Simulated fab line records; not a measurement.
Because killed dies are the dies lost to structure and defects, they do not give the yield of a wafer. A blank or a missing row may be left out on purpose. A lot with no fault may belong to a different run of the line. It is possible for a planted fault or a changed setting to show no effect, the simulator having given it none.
What tool caused it? ; flow sky130 ; 39 wafers from 13 lots sampled at 5 of the route's 708 steps

WHAT THE GAUGES READ, wafer by wafer
SKY_VIA2_CD_MEAS_12 targets a cd of 200 nm. Usual: cd nm 199.7 nm, standard deviation 1.7.
lot;measured;on;cd nm (nm);flag
L152;day 36 09:15;cd sem-01;201.3 202.6 202.5;
L154;day 37 08:06;cd sem-02;198.1 200.0 199.9;
L156;day 37 23:58;cd sem-02;198.3 199.7 197.7;
L160;day 39 10:35;cd sem-02;200.2 198.9 198.0;
L162;day 39 20:09;cd sem-01;200.1 200.0 200.8;
L166;day 41 08:06;cd sem-02;199.8 200.0 199.6;
L167;day 41 13:26;cd sem-01;198.4 200.2 199.5;
L168;day 41 17:08;cd sem-01;199.2 197.5 198.4;
L169;day 41 20:25;cd sem-02;200.8 201.0 200.8;
L170;day 42 04:39;cd sem-02;196.2 196.4 196.1;
L172;day 42 08:01;cd sem-02;200.0 201.7 199.9;
L171;day 42 14:15;cd sem-02;200.8 200.5 199.6;
L174;day 43 11:39;cd sem-01;198.3 198.2 196.0;

SKY_CAPM_RS_MEAS_03: a four-point-probe measurement. Usual: CAPM_TIN_RS gives 6.87 ohm/sq (standard deviation 0.086).
lot;measured;on;CAPM_TIN_RS (ohm/sq);flag
L152;day 36 11:09;film metro-02;6.78 6.84 6.95;
L154;day 37 10:00;film metro-03;6.94 6.87 6.99;
L156;day 38 01:50;film metro-04;6.80 6.97 6.77;
L160;day 39 12:28;film metro-02;11.54 11.22 11.55 11.54 11.23 11.58;OFF
L162;day 39 22:05;film metro-02;11.60 11.33 11.48 11.62 11.34 11.48;OFF
L166;day 41 10:04;film metro-02;6.87 6.88 6.85;
L167;day 41 15:56;film metro-03;6.78 6.79 6.95;
L168;day 41 19:30;film metro-03;6.95 6.95 7.03;
L169;day 41 22:17;film metro-03;6.91 6.98 6.93;
L170;day 42 06:31;film metro-02;6.91 6.87 6.76;
L172;day 42 09:55;film metro-04;6.94 6.87 7.02;
L171;day 42 16:10;film metro-04;6.78 6.65 6.84;
L174;day 43 13:38;film metro-02;6.96 6.99 6.88;

WHAT TOOL EACH LOT RAN ON (gives the tool, then ch and the chambers of the sampled wafers, and finally the start)
lot;SKY_METAL3_SPUTTER_00;SKY_METAL3_SPUTTER_01;SKY_CAPM_SPUTTER_02
L152;pvd sputter-01, day 36 10:48;pvd sputter-01, day 36 10:49;pvd sputter-03, day 36 11:02
L154;pvd sputter-02, day 37 09:39;pvd sputter-02, day 37 09:40;pvd sputter-01, day 37 09:53
L156;pvd sputter-04, day 38 01:28;pvd sputter-04, day 38 01:30;pvd sputter-01, day 38 01:43
L160;pvd sputter-04, day 39 12:05;pvd sputter-04, day 39 12:06;pvd sputter-01, day 39 12:19
L162;pvd sputter-02, day 39 21:44;pvd sputter-02, day 39 21:45;pvd sputter-01, day 39 21:58
L166;pvd sputter-02, day 41 09:44;pvd sputter-02, day 41 09:45;pvd sputter-03, day 41 09:58
L167;pvd sputter-01, day 41 15:33;pvd sputter-01, day 41 15:34;pvd sputter-02, day 41 15:47
L168;pvd sputter-01, day 41 19:07;pvd sputter-01, day 41 19:08;pvd sputter-03, day 41 19:21
L169;pvd sputter-04, day 41 21:55;pvd sputter-04, day 41 21:56;pvd sputter-02, day 41 22:10
L170;pvd sputter-01, day 42 06:10;pvd sputter-01, day 42 06:11;pvd sputter-03, day 42 06:25
L172;pvd sputter-01, day 42 09:34;pvd sputter-01, day 42 09:35;pvd sputter-02, day 42 09:47
L171;pvd sputter-04, day 42 15:48;pvd sputter-04, day 42 15:49;pvd sputter-03, day 42 16:03
L174;pvd sputter-04, day 43 13:14;pvd sputter-04, day 43 13:16;pvd sputter-03, day 43 13:31
- SKY_METAL3_SPUTTER_00: material Ti, target thk 15 nm, time 10 s.
- SKY_METAL3_SPUTTER_01: material TiN, target thk 20 nm, time 16.7 s.
- SKY_CAPM_SPUTTER_02: material TiN, target thk 200 nm, time 166.7 s.

WHAT THE TOOLS THEMSELVES READ (means of the sampled wafers that have a number; where no wafer has one, the mark that the record gives instead)
SKY_METAL3_SPUTTER_00. Usual: throttle valve pct 30.2 %, standard deviation 1.
lot;tool;throttle valve pct (%);flag
L152;pvd sputter-01;30.3;
L154;pvd sputter-02;28.9;
L156;pvd sputter-04;31.1;
L160;pvd sputter-04;31.0;
L162;pvd sputter-02;29.0;
L166;pvd sputter-02;29.6;
L167;pvd sputter-01;29.8;
L168;pvd sputter-01;30.0;
L169;pvd sputter-04;30.6;
L170;pvd sputter-01;30.6;
L172;pvd sputter-01;30.9;
L171;pvd sputter-04;30.8;
L174;pvd sputter-04;30.5;

SKY_METAL3_SPUTTER_01. Usual: throttle valve pct 30.2 %, standard deviation 1.
lot;tool;throttle valve pct (%);flag
L152;pvd sputter-01;30.5;
L154;pvd sputter-02;28.9;
L156;pvd sputter-04;31.1;
L160;pvd sputter-04;30.9;
L162;pvd sputter-02;28.9;
L166;pvd sputter-02;29.6;
L167;pvd sputter-01;29.7;
L168;pvd sputter-01;30.1;
L169;pvd sputter-04;30.6;
L170;pvd sputter-01;30.7;
L172;pvd sputter-01;31.0;
L171;pvd sputter-04;31.0;
L174;pvd sputter-04;30.7;

SKY_CAPM_SPUTTER_02. Usual: substrate temp c 299.96 C, standard deviation 0.22; susceptor temp C 300.00 C, standard deviation 0.17; throttle valve pct 30.0 %, standard deviation 0.91.
lot;tool;substrate temp c (C);susceptor temp C (C);throttle valve pct (%);flag
L152;pvd sputter-03;299.75;299.98;30.2;
L154;pvd sputter-01;300.01;299.87;30.8;
L156;pvd sputter-01;299.69;300.09;29.9;
L160;pvd sputter-01;299.89;300.10;30.7;
L162;pvd sputter-01;299.89;299.80;31.5;
L166;pvd sputter-03;299.83;300.06;30.4;
L167;pvd sputter-02;300.12;300.17;30.0;
L168;pvd sputter-03;300.32;300.02;30.0;
L169;pvd sputter-02;300.00;299.89;28.8;
L170;pvd sputter-03;299.96;299.97;30.4;
L172;pvd sputter-02;300.16;300.07;29.6;
L171;pvd sputter-03;299.80;300.03;30.1;
L174;pvd sputter-03;299.92;300.14;30.3;

THE ANSWER, worked out from the rows above alone
Rule: take the mean of a lot's wafers that have a number; if it is more than 3 standard deviations from the usual mean, the lot is off. Also off: a lot with no number at a reading for which 4 or more lots have one. The other lots that the step has rows for count as sound. Order of review: gauges by route order, followed by the tools' own readings, for which a lot's mean as printed above is used. At the first step where some lot is off, the reading lying furthest off is the one used; lots without a number count as furthest.
Off: at SKY_CAPM_RS_MEAS_03 (CAPM_TIN_RS), L160, L162.
If a tool, at a process step before that reading, ran all the lots that are off and no sound lot after the first of them, it fits. The gauges at SKY_CAPM_RS_MEAS_03 are tried like those tools. One fits: SKY_CAPM_SPUTTER_02 on pvd sputter-01. Its last sound lot is L156 (day 38 01:43), its first lot that is off L160 (day 39 12:19): a fault that began between those two fits.

WHAT HAD BEEN PUT IN BY THE SIMULATOR
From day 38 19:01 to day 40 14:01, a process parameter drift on pvd sputter-01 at SKY_CAPM_SPUTTER_02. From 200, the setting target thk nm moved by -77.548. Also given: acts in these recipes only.
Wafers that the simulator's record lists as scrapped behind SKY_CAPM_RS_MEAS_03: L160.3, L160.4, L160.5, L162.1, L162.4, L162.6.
Shown lots that were struck: L160, L162. The rule above found the same.
